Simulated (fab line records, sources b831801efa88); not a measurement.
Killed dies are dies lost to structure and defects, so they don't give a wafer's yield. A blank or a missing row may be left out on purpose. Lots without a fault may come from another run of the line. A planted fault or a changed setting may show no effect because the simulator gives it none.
Chamber matching | flow gf180mcu | GF_V4_CMP_04 on cmp-01: 4 sister chambers
The step polishes SiO2. 18 wafers are shown with their chamber, then 9 later ones without.

WAFERS WITH THEIR CHAMBER
wafer  | chamber | motor_current_A (A) | time_to_endpoint_s (s) | platen_rpm (rpm)
L234.2 | 0       | 12.2                | 78                     | 59.96
L234.3 | 2       | 11.2                | 76                     | 60.01
L234.5 | 0       | 13.4                | 79                     | 60.04
L232.1 | 1       | 12.8                | 82                     | 59.94
L232.4 | 2       | 10.9                | 88                     | 60.06
L232.5 | 0       | 12.3                | 87                     | 59.99
L246.3 | 2       | 10.6                | 74                     | 60.04
L246.5 | 3       | 11.7                | 87                     | 60.03
L246.6 | 2       | 11.1                | 81                     | 59.98
L247.2 | 2       | 12.0                | 73                     | 59.99
L247.3 | 1       | 13.0                | 75                     | 60.00
L247.4 | 0       | 12.5                | 78                     | 59.99
L248.1 | 0       | 12.4                | 72                     | 59.98
L248.4 | 1       | 13.4                | 76                     | 59.97
L248.5 | 0       | 12.3                | 78                     | 60.05
L250.1 | 3       | 11.6                | 83                     | 60.00
L250.2 | 0       | 12.5                | 81                     | 59.97
L250.4 | 1       | 13.0                | 80                     | 60.05

SIGNATURES (means of the wafers above)
reading            | chamber 0 | chamber 1 | chamber 2 | chamber 3 | scatter within a chamber
motor_current_A    | 12.514    | 13.050    | 11.160    | 11.650    | 0.403
time_to_endpoint_s | 79.00     | 78.25     | 78.40     | 85.00     | 4.74
platen_rpm         | 59.9971   | 59.9900   | 60.0160   | 60.0150   | 0.0366
Rule: a wafer's distance from a chamber is the root of the sum, over the readings, of the square of ((its reading less the chamber's mean) divided by the reading's scatter). The wafer belongs to the nearest chamber; if the next one is less than 2 further off, it can't be placed. The scatter: the root of (the sum of the squares of (reading less its chamber's mean) over the shown wafers, divided by (wafers less chambers)).

WAFERS WITHOUT THEIR CHAMBER
wafer  | motor_current_A (A) | time_to_endpoint_s (s) | platen_rpm (rpm)
L251.1 | 13.1                | 75                     | 60.00
L251.3 | 11.2                | 76                     | 60.00
L251.6 | 11.6                | 77                     | 60.04
L254.3 | 11.2                | 89                     | 60.03
L254.4 | 12.6                | 85                     | 59.97
L254.5 | 11.1                | 88                     | 60.00
L255.3 | 12.6                | 82                     | 60.05
L255.4 | 11.4                | 91                     | 59.96
L255.6 | 11.2                | 91                     | 59.98

WHICH CHAMBER EACH WENT THROUGH
wafer  | from the rows above          | in truth
L251.1 | can't be placed: 1 or 0      | 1
L251.3 | can't be placed: 2 or 3      | 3
L251.6 | can't be placed: 2 or 3 or 0 | 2
L254.3 | can't be placed: 3 or 2      | 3
L254.4 | can't be placed: 0 or 1 or 3 | 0
L254.5 | can't be placed: 3 or 2      | 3
L255.3 | can't be placed: 0 or 1 or 3 | 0
L255.4 | can't be placed: 3 or 2 or 0 | 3
L255.6 | can't be placed: 3 or 2      | 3
Placed correctly: 0 of 9. Can't be placed from these rows: 9 (the true chamber is among the candidates in 9). Placed wrongly: 0.
